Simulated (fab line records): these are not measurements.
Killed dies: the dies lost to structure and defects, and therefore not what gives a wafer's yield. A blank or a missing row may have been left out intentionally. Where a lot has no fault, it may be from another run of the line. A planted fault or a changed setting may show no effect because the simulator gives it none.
What tool caused it?    flow sky130    36 wafers from 12 lots sampled at 5 of the route's 708 steps

== WHAT EACH GAUGE READ, for each wafer ==
SKY_NWELL_OVL_MEAS_10.
lot   measured     on          NWELL_00_OVL (nm)
L901  day 4 12:20  overlay-01  3.2 -0.1 1.0
L903  day 5 03:01  overlay-01  -1.5 -0.2 -0.5
L904  day 5 07:17  overlay-02  1.8 1.2 1.6
L906  day 5 18:11  overlay-02  -2.4 -1.8 -1.3
L907  day 5 23:51  overlay-02  -1.4 -2.0 -1.4
L908  day 6 06:42  overlay-01  1.4 1.0 0.6
L909  day 6 10:53  overlay-01  -1.2 -0.8 -0.8
L910  day 6 17:56  overlay-02  -2.7 -2.1 -2.3
L918  day 8 21:46  overlay-01  -1.7 -2.6 -0.3
L920  day 9 11:14  overlay-02  -1.9 -0.9 -1.2
L922  day 9 16:23  overlay-01  -0.1 0.8 -1.0
L921  day 9 16:56  overlay-02  2.1 -1.0 1.6

SKY_VT_ADJUST_LVTN_TW_MEAS_10.
lot   measured      on             VT_ADJUST_LVTN_TW
L901  day 6 18:41   film_metro-02  238.6 241.7 241.0
L903  day 7 11:50   film_metro-03  240.7 240.3 241.6
L904  day 7 15:19   film_metro-02  241.4 242.3 240.2
L906  day 8 03:56   film_metro-02  240.7 241.3 240.3
L907  day 8 10:36   film_metro-01  242.8 242.5 243.0
L908  day 8 17:46   film_metro-03  240.2 239.3 240.6
L909  day 8 22:46   film_metro-01  243.8 243.0 242.8
L910  day 9 07:28   film_metro-01  244.4 244.8 244.2
L918  day 11 18:50  film_metro-02  240.6 240.5 230.0 239.9 240.5 229.6
L920  day 12 09:44  film_metro-02  230.8 241.2 242.1 229.6 241.1 240.4
L922  day 12 15:08  film_metro-02  241.5 240.4 239.9
L921  day 12 16:20  film_metro-01  244.7 243.8 244.3

== EACH LOT AND THE TOOL THAT RAN IT (in order: tool; ch and the chambers of the sampled wafers; start) ==
lot   SKY_VT_ADJUST_HVTP_SOFTBAKE_03     SKY_VT_ADJUST_LVTN_IMPLANT_08    SKY_VT_ADJUST_LVTN_STRIP_09
L901  litho_track-01 ch 0, day 5 15:09   implanter-03 ch 0, day 6 18:26   plasma_asher-03 ch 0,1, day 6 18:35
L903  litho_track-03 ch 0, day 6 07:47   implanter-03 ch 0, day 7 11:37   plasma_asher-02 ch 0,1, day 7 11:46
L904  litho_track-04 ch 0, day 6 10:49   implanter-01 ch 0, day 7 15:04   plasma_asher-02 ch 0,1, day 7 15:13
L906  litho_track-03 ch 0, day 6 22:17   implanter-03 ch 0, day 8 03:41   plasma_asher-02 ch 1, day 8 03:50
L907  litho_track-04 ch 0, day 7 04:23   implanter-01 ch 0, day 8 10:24   plasma_asher-03 ch 0,1, day 8 10:31
L908  litho_track-03 ch 0, day 7 10:53   implanter-03 ch 0, day 8 17:31   plasma_asher-03 ch 0,1, day 8 17:40
L909  litho_track-03 ch 0, day 7 15:50   implanter-03 ch 0, day 8 22:31   plasma_asher-03 ch 0,1, day 8 22:40
L910  litho_track-04 ch 0, day 8 00:18   implanter-03 ch 0, day 9 07:13   plasma_asher-03 ch 0,1, day 9 07:22
L918  litho_track-01 ch 0, day 10 07:39  implanter-03 ch 0, day 11 18:37  plasma_asher-03 ch 0,1, day 11 18:46
L920  litho_track-03 ch 0, day 10 22:02  implanter-03 ch 0, day 12 09:29  plasma_asher-03 ch 0,1, day 12 09:38
L922  litho_track-03 ch 0, day 11 02:32  implanter-02 ch 0, day 12 14:53  plasma_asher-02 ch 0,1, day 12 15:02
L921  litho_track-01 ch 0, day 11 03:17  implanter-02 ch 0, day 12 16:05  plasma_asher-02 ch 0,1, day 12 16:13
- SKY_VT_ADJUST_HVTP_SOFTBAKE_03: time 62.69 s.
- SKY_VT_ADJUST_LVTN_IMPLANT_08
- SKY_VT_ADJUST_LVTN_STRIP_09: strips in O2/N2.

== WHAT THE TOOLS THEMSELVES READ (means of the sampled wafers that have a number; where no wafer has one, the mark that the record gives instead) ==
SKY_VT_ADJUST_HVTP_SOFTBAKE_03.
lot   tool            plate_sensor_t_centre_C (C)  plate_sensor_t_edge_C (C)
L901  litho_track-01  90.759                       90.827
L903  litho_track-03  90.749                       90.831
L904  litho_track-04  90.763                       90.834
L906  litho_track-03  90.757                       90.827
L907  litho_track-04  90.753                       90.833
L908  litho_track-03  90.749                       90.833
L909  litho_track-03  90.755                       90.824
L910  litho_track-04  90.749                       90.824
L918  litho_track-01  90.772                       90.828
L920  litho_track-03  90.748                       90.840
L922  litho_track-03  90.754                       90.846
L921  litho_track-01  90.760                       90.833

SKY_VT_ADJUST_LVTN_IMPLANT_08.
lot   tool          beam_on_s (s)
L901  implanter-03  9.98
L903  implanter-03  10.16
L904  implanter-01  9.75
L906  implanter-03  10.06
L907  implanter-01  9.90
L908  implanter-03  9.91
L909  implanter-03  10.04
L910  implanter-03  9.84
L918  implanter-03  10.02
L920  implanter-03  9.91
L922  implanter-02  10.16
L921  implanter-02  9.83

SKY_VT_ADJUST_LVTN_STRIP_09.
lot   tool             drypump_motor_current_A (A)  o2_flow_sccm (sccm)  oes_product_au (a.u.)  strip_time_to_endpoint_s (s)
L901  plasma_asher-03  6.1                          2996                 0.723                  36.99
L903  plasma_asher-02  5.3                          3005                 0.720                  37.10
L904  plasma_asher-02  5.3                          3000                 0.721                  37.01
L906  plasma_asher-02  4.9                          3000                 0.724                  36.87
L907  plasma_asher-03  6.0                          2994                 0.722                  36.96
L908  plasma_asher-03  6.1                          3002                 0.722                  36.91
L909  plasma_asher-03  6.1                          3001                 0.721                  37.01
L910  plasma_asher-03  6.1                          2986                 0.727                  37.04
L918  plasma_asher-03  6.0                          2999                 0.723                  37.09
L920  plasma_asher-03  6.1                          3009                 0.722                  36.86
L922  plasma_asher-02  5.1                          3005                 0.720                  37.08
L921  plasma_asher-02  5.3                          3008                 0.723                  37.09

== THE ANSWER, worked out from the rows above alone ==
Rule: usual is defined by the lots themselves. The widest of any qualifying gaps counts: lots, ordered by their means at a reading, are off when they make up no more than a third of the lots, leave a main group of 4 or more, and stand apart from it by 3 or more times the standard deviation of that group's means. The tables above print the reading to a certain number of digits; a main group whose means all agree to those digits is not used. A lot without any number at a reading at which 4 lots or more have one is off too. Where the step has rows for the other lots, those lots are counted as sound. The gauges are gone through in route order, then the tools' own readings, and for those a lot's mean is taken as printed above. At the first step where some lot is off, the reading lying furthest off is the one used; lots without a number count as furthest.
None of the lots is off at any reading shown; this tells nothing.

== WHAT THE SIMULATOR HAD PUT IN ==
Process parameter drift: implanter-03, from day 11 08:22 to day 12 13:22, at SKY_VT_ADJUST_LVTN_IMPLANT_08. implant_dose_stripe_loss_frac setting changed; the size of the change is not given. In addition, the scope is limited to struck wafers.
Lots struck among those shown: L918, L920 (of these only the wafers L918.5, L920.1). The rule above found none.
